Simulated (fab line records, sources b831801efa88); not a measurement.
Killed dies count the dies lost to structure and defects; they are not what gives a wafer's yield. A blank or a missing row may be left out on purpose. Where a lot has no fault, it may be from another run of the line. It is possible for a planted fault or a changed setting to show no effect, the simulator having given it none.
What tool caused it?    flow gf180mcu    10 lots, 30 wafers sampled, at 4 steps of a route of 602

## WHAT EACH GAUGE READ, for each wafer
GF_PASSIVATION_THK_MEAS_01.
lot   measured      on             PASSIVATION_CVD_00_THK (nm)
L221  day 27 23:14  film metro-03  996 1018 1006
L222  day 28 08:11  film metro-04  1000 1019 1012
L223  day 28 16:37  film metro-04  980 997 1000
L226  day 29 15:47  film metro-01  1004 1003 1011
L230  day 30 21:24  film metro-01  998 1003 1017
L235  day 32 04:16  film metro-01  648 1026 659 648 1025 658
L236  day 32 11:17  film metro-03  1010 633 1028 1008 633 1027
L240  day 33 07:08  film metro-01  999 991 1016
L243  day 33 23:34  film metro-01  1002 1023 989
L244  day 34 08:54  film metro-01  1007 1004 1014

## WHICH TOOL RAN EACH LOT (tool, then ch and the chambers of the sampled wafers, then the start)
lot   GF_V5_STRIP_18                        GF_TOP_METAL_SPUTTER_01       GF_PASSIVATION_CVD_00
L221  plasma asher-02 ch 0,1, day 27 01:25  pvd sputter-02, day 27 02:44  pecvd-01 ch 0,1, day 27 23:08
L222  plasma asher-03 ch 0,1, day 27 10:04  pvd sputter-02, day 27 11:30  pecvd-01 ch 0,1, day 28 08:06
L223  plasma asher-03 ch 0,1, day 27 18:43  pvd sputter-01, day 27 20:04  pecvd-02 ch 0,1, day 28 16:31
L226  plasma asher-02 ch 0,1, day 28 18:28  pvd sputter-02, day 28 19:47  pecvd-01 ch 0,1, day 29 15:42
L230  plasma asher-03 ch 0,1, day 30 01:07  pvd sputter-02, day 30 02:32  pecvd-03 ch 1,2, day 30 21:19
L235  plasma asher-03 ch 0,1, day 31 09:35  pvd sputter-02, day 31 10:57  pecvd-01 ch 0,2, day 32 04:10
L236  plasma asher-03 ch 0,1, day 31 16:22  pvd sputter-03, day 31 17:41  pecvd-01 ch 0,1,2, day 32 11:12
L240  plasma asher-02 ch 0,1, day 32 12:47  pvd sputter-02, day 32 14:07  pecvd-02 ch 1,2, day 33 07:03
L243  plasma asher-03 ch 0,1, day 33 05:00  pvd sputter-01, day 33 06:20  pecvd-02 ch 0,2, day 33 23:28
L244  plasma asher-02 ch 0,1, day 33 14:48  pvd sputter-03, day 33 16:08  pecvd-03 ch 1,2, day 34 08:49
- GF_V5_STRIP_18: strips in O2/N2.
- GF_TOP_METAL_SPUTTER_01: material TiN, target thk 30 nm, time 25 s.
- GF_PASSIVATION_CVD_00: deposits SiO2 from TEOS, target thk 1000 nm, time 111.95 s.

## THE ANSWER, worked out from the rows above alone
Rule: the lots themselves supply what counts as usual. Put in order of their means at a reading, lots are off if they are a third of the lots or fewer, leave a main group of 4 or more, and stand apart from it by a gap of 3 or more times the standard deviation of the main group's means; of several such gaps the widest counts. If all means in a main group match to the digits the tables above print for the reading, that group is not used. A lot without any number at a reading at which 4 lots or more have one is off too. All remaining lots with rows at the step are treated as sound.
Off: L235, L236, seen at GF_PASSIVATION_THK_MEAS_01 (PASSIVATION_CVD_00_THK). For the main group the mean is 1005 nm and the standard deviation 5.2.
If a tool, at a process step before that reading, ran all the lots that are off and no sound lot after the first of them, it fits. Gauges at GF_PASSIVATION_THK_MEAS_01: tried the same way as those tools. One fits: GF_PASSIVATION_CVD_00 on pecvd-01. Its last sound lot is L226 (day 29 15:42), its first lot that is off L235 (day 32 04:10): a fault that began between those two fits.

## WHAT THE SIMULATOR HAD INSERTED
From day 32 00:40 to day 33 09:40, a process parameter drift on pecvd-01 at GF_PASSIVATION_CVD_00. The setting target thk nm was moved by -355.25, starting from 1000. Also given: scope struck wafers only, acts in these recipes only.
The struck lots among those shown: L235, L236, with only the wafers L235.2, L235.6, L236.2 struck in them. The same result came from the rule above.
